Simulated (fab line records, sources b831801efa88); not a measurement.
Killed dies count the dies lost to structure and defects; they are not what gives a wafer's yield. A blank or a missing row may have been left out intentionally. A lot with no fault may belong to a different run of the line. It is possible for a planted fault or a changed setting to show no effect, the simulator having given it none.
Matching of chambers :: flow sky130 :: cmp-01 running SKY_VIA4_CMP_02: 4 sister chambers
The step polishes SiO2. 16 wafers are shown with their chamber, then 8 later ones without.

EACH WAFER AND ITS CHAMBER
wafer: L789.2
chamber: 2
motor_current_A (A): 11.6

wafer: L789.3
chamber: 1
motor_current_A (A): 11.3

wafer: L789.6
chamber: 1
motor_current_A (A): 11.8

wafer: L794.1
chamber: 2
motor_current_A (A): 12.2

wafer: L794.2
chamber: 3
motor_current_A (A): 12.1

wafer: L794.3
chamber: 1
motor_current_A (A): 11.1

wafer: L797.1
chamber: 3
motor_current_A (A): 12.2

wafer: L797.4
chamber: 1
motor_current_A (A): 11.6

wafer: L797.5
chamber: 3
motor_current_A (A): 12.7

wafer: L798.4
chamber: 2
motor_current_A (A): 11.5

wafer: L798.5
chamber: 0
motor_current_A (A): 12.0

wafer: L798.6
chamber: 1
motor_current_A (A): 11.9

wafer: L809.3
chamber: 2
motor_current_A (A): 11.7

wafer: L809.4
chamber: 1
motor_current_A (A): 11.4

wafer: L809.6
chamber: 1
motor_current_A (A): 11.3

wafer: L810.2
chamber: 3
motor_current_A (A): 12.6

SIGNATURES (means of the wafers above)
reading: motor_current_A
chamber 0: 12.000
chamber 1: 11.486
chamber 2: 11.750
chamber 3: 12.400
scatter within a chamber: 0.297
Rule: a wafer lies at a distance from a chamber equal to the root of the sum of squares, over the readings, of (its reading less the chamber's mean, divided by the reading's scatter). The wafer belongs to the nearest chamber; if the next one is less than 2 further off, it can't be placed. The scatter: the root of (the sum of the squares of (reading less its chamber's mean) over the shown wafers, divided by (wafers less chambers)).

WAFERS WHOSE CHAMBER IS MISSING
wafer: L810.4
motor_current_A (A): 11.3

wafer: L810.6
motor_current_A (A): 11.5

wafer: L811.1
motor_current_A (A): 11.7

wafer: L811.2
motor_current_A (A): 12.1

wafer: L811.4
motor_current_A (A): 11.4

wafer: L812.2
motor_current_A (A): 11.4

wafer: L812.3
motor_current_A (A): 12.4

wafer: L812.4
motor_current_A (A): 11.8

WHICH CHAMBER EACH WENT THROUGH
wafer: L810.4
from the rows above: can't be placed: 1 or 2 or 0
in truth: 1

wafer: L810.6
from the rows above: can't be placed: 1 or 2 or 0
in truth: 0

wafer: L811.1
from the rows above: can't be placed: 2 or 1 or 0
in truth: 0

wafer: L811.2
from the rows above: can't be placed: 0 or 3 or 2 or 1
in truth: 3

wafer: L811.4
from the rows above: can't be placed: 1 or 2 or 0
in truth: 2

wafer: L812.2
from the rows above: can't be placed: 1 or 2 or 0
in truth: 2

wafer: L812.3
from the rows above: can't be placed: 3 or 0
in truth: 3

wafer: L812.4
from the rows above: can't be placed: 2 or 0 or 1 or 3
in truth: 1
Placed correctly: 0 of 8. These rows do not allow placing 8 (true chamber among the candidates in 8). 0 placed wrongly.
